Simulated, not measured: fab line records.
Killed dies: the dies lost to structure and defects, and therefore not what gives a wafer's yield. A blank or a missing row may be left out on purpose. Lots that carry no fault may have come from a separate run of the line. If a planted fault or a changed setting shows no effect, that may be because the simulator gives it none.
Matching of chambers    flow sky130    4 sister chambers for SKY_CONTACT_CMP_27 on cmp-01
The step polishes, stops on SiO2, t overpolish 15 s, target thk 0 nm. 7 wafers are shown with their chamber, then 6 later ones without.

== EACH WAFER AND ITS CHAMBER ==
wafer   chamber  motorCurrentA (A)  timeToEndpointS (s)
L682.5  1        11.1               81
L687.1  0        10.9               85
L687.6  3        10.6               86
L692.2  0        10.1               70
L691.1  2        12.6               86
L691.3  3        10.9               83
L691.5  2        12.8               84

== WAFERS WITHOUT THEIR CHAMBER ==
wafer   motorCurrentA (A)  timeToEndpointS (s)
L694.2  13.1               83
L694.5  10.7               82
L694.6  12.8               84
L697.2  12.6               87
L697.4  10.7               83
L697.5  10.8               79

== THE CHAMBER EACH PASSED THROUGH ==
wafer   from the rows above           in truth
L694.2  2                             2
L694.5  can't be placed: 3 or 0 or 1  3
L694.6  2                             2
L697.2  2                             2
L697.4  can't be placed: 3 or 0 or 1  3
L697.5  can't be placed: 0 or 3 or 1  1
Placed correctly: 3 of 6. These rows do not allow placing 3 (true chamber among the candidates in 3). 0 placed wrongly.
How it was worked out, from the rows above alone: a wafer's distance from a chamber is the root of the sum, over the readings, of the square of ((its reading less the chamber's mean) divided by the reading's scatter). If the next closest chamber is less than 2 further off than the closest, the wafer can't be placed; otherwise it belongs to the closest. For every chamber, the mean is computed from those of its wafers that are shown. The scatter: the root of (the sum of the squares of (reading less its chamber's mean) over the shown wafers, divided by (wafers less chambers)).
